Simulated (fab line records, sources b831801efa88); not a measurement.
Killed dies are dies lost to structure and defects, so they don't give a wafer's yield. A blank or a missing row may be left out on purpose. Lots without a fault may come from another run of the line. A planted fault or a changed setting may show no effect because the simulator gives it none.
Which tool did it? | flow sky130 | 11 lots, 31 wafers sampled, at 3 steps of a route of 708

WHAT THE GAUGES READ, wafer by wafer
SKY_LI_CONTACT_RS_MEAS_22: measures by four-point-probe.
lot  | measured     | on            | LI_CONTACT_W_RS (ohm/sq)
L677 | day 29 02:50 | film_metro-04 | 0.2831 0.2849 0.2779
L679 | day 30 05:18 | film_metro-01 | 0.2541 0.2847 0.2839 0.2536 0.2850 0.2837
L680 | day 30 13:10 | film_metro-01 | 0.2826 0.2852 0.2833
L681 | day 30 15:24 | film_metro-04 | 0.2523 0.2541 0.2528 0.2539
L682 | day 30 21:31 | film_metro-02 | 0.2818 0.2507 0.2822 0.2504
L693 | day 34 13:57 | film_metro-02 | 0.2868 0.2835 0.2828
L696 | day 35 01:47 | film_metro-01 | 0.2880 0.2896 0.2912
L697 | day 35 07:54 | film_metro-04 | 0.2802 0.2843 0.2873
L698 | day 35 17:19 | film_metro-04 | 0.2859 0.2878 0.2843
L699 | day 35 18:19 | film_metro-04 | 0.2894 0.2890 0.2879
L700 | day 36 05:37 | film_metro-01 | 0.2805 0.2814 0.2818

WHICH TOOL RAN EACH LOT (tool, then ch and the chambers of the sampled wafers, then the start)
lot  | SKY_LI_CONTACT_SPUTTER_19    | SKY_LI_CONTACT_CVD_21
L677 | pvd_sputter-02, day 29 02:34 | cvd_w-02 ch 0,1, day 29 02:43
L679 | pvd_sputter-04, day 30 05:01 | cvd_w-02 ch 0,1, day 30 05:09
L680 | pvd_sputter-03, day 30 12:54 | cvd_w-01 ch 0,1, day 30 13:02
L681 | pvd_sputter-03, day 30 15:07 | cvd_w-02 ch 1, day 30 15:15
L682 | pvd_sputter-03, day 30 21:12 | cvd_w-02 ch 0,1, day 30 21:23
L693 | pvd_sputter-03, day 34 13:39 | cvd_w-02 ch 1, day 34 13:49
L696 | pvd_sputter-03, day 35 01:31 | cvd_w-02 ch 0,1, day 35 01:40
L697 | pvd_sputter-04, day 35 07:38 | cvd_w-01 ch 0,1, day 35 07:46
L698 | pvd_sputter-03, day 35 16:56 | cvd_w-02 ch 1, day 35 17:04
L699 | pvd_sputter-04, day 35 17:55 | cvd_w-02 ch 1, day 35 18:05
L700 | pvd_sputter-04, day 36 05:21 | cvd_w-01 ch 0,1, day 36 05:29
- SKY_LI_CONTACT_SPUTTER_19: material Ti, target thk 20 nm, time 106.37 s.
- SKY_LI_CONTACT_CVD_21: deposits W, target thk 400 nm, time 120.56 s.

THE ANSWER, worked out from the rows above alone
Rule: what is usual is taken from the lots themselves. Put in order of their means at a reading, lots are off if they are a third of the lots or fewer, leave a main group of 4 or more, and stand apart from it by a gap of 3 or more times the standard deviation of the main group's means; of several such gaps the widest counts. A main group whose means are all the same, to the digits that the tables above print for the reading, isn't used. A lot without any number at a reading at which 4 lots or more have one is off too. The other lots that the step has rows for count as sound.
No lot is off at any reading shown: from this, nothing can be told.

WHAT THE SIMULATOR HAD PUT IN
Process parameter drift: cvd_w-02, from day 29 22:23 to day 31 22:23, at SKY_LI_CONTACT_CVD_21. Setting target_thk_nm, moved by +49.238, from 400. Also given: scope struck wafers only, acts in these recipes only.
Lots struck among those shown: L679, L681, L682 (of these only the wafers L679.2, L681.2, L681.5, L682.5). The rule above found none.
